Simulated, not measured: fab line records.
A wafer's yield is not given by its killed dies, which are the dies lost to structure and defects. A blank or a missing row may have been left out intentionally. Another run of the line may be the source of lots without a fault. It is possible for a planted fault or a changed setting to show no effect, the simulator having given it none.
Comparing a struck lot with a sound one :: flow sky130 :: 17 out of 708 route steps
Sound: the wafers L847.1, L847.2, L847.6. Struck: wafer L841.1 (left out: L841.5, a lot-mate that was not struck); the cause follows at the end.
Order at every step that has rows: each side's tool, ch and its chambers, its first start. Under that, the readings that differ: sound wafers :: struck wafers :: difference of the means :: sigmas: that difference in standard deviations of wafers without a fault.
alike: same words and numbers on both sides, and readings whose means sit less than 2 such deviations apart. not compared: any withheld reading, any reading some wafer has no value for, any bound like >300 that may hide the same value, and any number with overlapping values for which the record gives no deviation.
A row with sigmas, a row that says differs or no value, or rows on one side alone: a step with any of these is where the two part. Numbers that have no deviation but don't overlap get no sigmas and don't part them. A reading missing from all wafers of one side parts the sides only when that side holds two or more wafers.

first, 1 step without rows for these wafers: SKY_POLY_GATE_CVD_03 (deposits Si3N4 from DCS/NH3, target thk 75 nm, time 1290 s).
SKY_POLY_GATE_THK_MEAS_04:
  sound: film metro-04 at day 22 18:40; struck: film metro-04 at day 20 10:14
  alike: POLY_GATE_CVD_03_THK
then, 8 steps without rows for these wafers: SKY_POLY_GATE_DEHYDRATE_05 (time 60 s); SKY_POLY_GATE_HMDS_06 (prime time 60 s); SKY_POLY_GATE_COAT_07 (resist thk 110 nm); SKY_POLY_GATE_COAT_08 (resist thk 450 nm); SKY_POLY_GATE_SOFTBAKE_09 (time 90 s); SKY_POLY_GATE_EXPOSE_10 (exposes mask P1M, target cd 150 nm); SKY_POLY_GATE_PEB_11; SKY_POLY_GATE_DEVELOP_12 (develop time 60 s).
SKY_POLY_GATE_CD_MEAS_13 targets a cd of 150 nm.
  sound: cd sem-02 at day 24 01:13; struck: cd sem-02 at day 21 16:40
  alike: cd nm
SKY_POLY_GATE_OVL_MEAS_14:
  sound: overlay-02 at day 24 01:20; struck: overlay-02 at day 21 16:48
  alike: POLY_GATE_OVL
SKY_POLY_GATE_ETCH_15: etches BARC in N2/H2, stops on SiO2, time 118.5 s, target depth 110 nm.
  sound on rie diel-04 ch 1,3, day 24 01:22; struck on rie diel-04 ch 3, day 21 16:50
reading: model.KrF-thick_of_POLY_GATE_COAT_08.thk nm (nm)
sound: 343.3 343.5 344.6
struck: 359.1
difference: +15.3
sigmas: 

reading: model.POLY_GATE.cd nm (nm)
sound: 152 149.5 148.8
struck: 156.9
difference: +6.8
sigmas: 
  alike: bias w, drypump motor current A, oes product au, throttle valve pct
  not compared: rf hours counter h
SKY_POLY_GATE_ETCH_16: etches Si3N4 in CH3F/O2, stops on poly-Si, time 147.5 s, target depth 75 nm.
  sound on rie diel-04 ch 1,3, day 24 01:27; struck on rie diel-04 ch 3, day 21 16:55
reading: model.POLY_GATE.cd nm (nm)
sound: 152.1 149.4 148.9
struck: 157
difference: +7
sigmas: 
  alike: bias w, ch3f flow sccm, drypump motor current A, oes product au, throttle valve pct
  not compared: rf hours counter h
SKY_POLY_GATE_ETCH_17: etches poly-Si in HBr/Cl2, stops on SiO2, target depth 180 nm, time 70.5 s.
  sound on rie si-01 ch 0,2, day 24 01:33; struck on rie si-01 ch 2, day 21 17:01
reading: model.KrF-thick_of_POLY_GATE_COAT_08.thk nm (nm)
sound: 137.8 134 136.4
struck: 152.2
difference: +16.1
sigmas: 
  alike: bias w, drypump motor current A, he backside leak sccm, mfc cl2 sccm, oes product au, throttle valve pct
  not compared: rf hours counter h
SKY_POLY_GATE_STRIP_18: strips in O2/N2.
  sound on plasma asher-03 ch 0,1, day 24 01:37; struck on plasma asher-04 ch 0, day 21 17:05
reading: strip time to endpoint s (s)
sound: 3.15 3.12 3.11
struck: 3.29
difference: +0.16
sigmas: +3
  alike: drypump motor current A, oes product au
  not compared: rf hours counter h
-- record jumps: 28 days separate the struck wafers' starts on either side; left off in module POLY_GATE, taken up again in module PAD_OPEN, whose first shown step is the route's number 708 --
SKY_PAD_OPEN_PROBE_99:
  the record has rows for the struck wafers here (prober-02, day 49 10:37) and none for the sound ones

WHERE THEY PART
First at SKY_POLY_GATE_STRIP_18; last, within this record, at SKY_PAD_OPEN_PROBE_99.

WHY: what the simulator had put in
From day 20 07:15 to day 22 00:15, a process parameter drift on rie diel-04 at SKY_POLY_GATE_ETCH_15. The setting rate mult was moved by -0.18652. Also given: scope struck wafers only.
